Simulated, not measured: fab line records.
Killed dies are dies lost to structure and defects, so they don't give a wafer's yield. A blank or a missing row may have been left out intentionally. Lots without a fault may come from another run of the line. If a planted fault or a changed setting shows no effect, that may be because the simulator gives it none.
Problem report in the 8D (eight disciplines) form, filled by code :: flow gf180mcu :: the parts of the form that need people (team, actions taken, sign-off) are left out

## 1. WHAT WENT WRONG
STI_CVD_23_THK at GF_STI_THK_MEAS_24 reads a mean of 951 nm on 3 wafers of 3 lots; wafers without a fault read 653 nm with a standard deviation of 8.5. That puts it +35 standard deviations away from the usual mean.
The first sign was on wafer L163.4 at day 5 20:54, on film_metro-02. The record holds 39 wafers of 13 lots with a number at this step. By rule, "out" or "out of limits" means more than 4 standard deviations away from the usual mean. Any other wafer with a number is counted as sound.

## 2. WHAT THIS IS AND IS NOT
question: which readings at this step
is: STI_CVD_23_THK
is not: -

question: which lots
is: L163, L164, L165
is not: L146, L147, L148, L149, L152, L153, L155, L157, L158, L159

question: which wafers of those lots
is: L163.4, L164.4, L165.5
is not: L163.3, L163.6, L164.2, L164.6, L165.1, L165.4

question: read on which gauges
is: film_metro-02
is not: film_metro-01, film_metro-03

question: when
is: from day 5 20:54
is not: up to then (32 sound wafers); but 4 sound wafers of L164, L165 came after

## 3. WHAT RULES OUT EACH SUSPECT
Counting: if a tool at a process step up to the reading ran every lot that is out, it stays a suspect. Sound lots after the first of them don't rule it out here, since some wafers of a struck lot are sound.
- the gauge at GF_STI_THK_MEAS_24 is ruled out. All the wafers that are out were read on film_metro-02, but those of them that GF_STI_CMP_25 has rows for are out there too, on other tools.
- hdpcvd-02 at GF_STI_CVD_23 (deposits SiO2, target thk 650 nm, time 108.3 s): kept. It processed each lot that is out (first: L163, day 5 20:48); up to then, its last sound lot is L158 (day 4 18:31).
After counting, what remains is hdpcvd-02 at GF_STI_CVD_23.

## 4. THE CAUSE (what the simulator had put in)
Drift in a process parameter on hdpcvd-02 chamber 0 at GF_STI_CVD_23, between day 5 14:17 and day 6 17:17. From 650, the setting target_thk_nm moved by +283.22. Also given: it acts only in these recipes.
Only this tool survived the counting.

## 5. SEQUENCE OF EFFECTS, ordered by route
Each row: a reading whose mean over the struck wafers that have a number lies more than 3 standard deviations from the usual. Scope: only readings with a usual standard deviation given in the record; hours: median across lots of the time from each lot's start at the first step in this table that gives one to its start at this step; sigmas: change in usual standard deviations.
hours: 0
step: GF_STI_THK_MEAS_24
reading: STI_CVD_23_THK
usual: 653 nm
on struck wafers: 951
change: +298
sigmas: +35

hours: 0
step: GF_STI_CMP_25
reading: time_to_endpoint_s
usual: 125 s
on struck wafers: 180
change: +55
sigmas: +15
Process steps it contains:
- GF_STI_CMP_25: polishes, stops on Si3N4, t overpolish 33 s, target thk 524.6 nm.
Later measuring or inspecting steps at which every struck wafer that the step has a row for has a number for every such reading, and none has moved that far: GF_M1_CD_MEAS_14, GF_V1_THK_MEAS_25.

## 6. WHAT WOULD HAVE CAUGHT IT SOONER
7 hours passed between the start of the fault at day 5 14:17 and the first reading out of limits at a measuring or inspecting step in this record, taken at day 5 20:54.
Lots out: 3; of these, L164, L165 started GF_STI_CVD_23 on hdpcvd-02 after day 5 20:54. A hold on the tool at that time would have spared those 2.
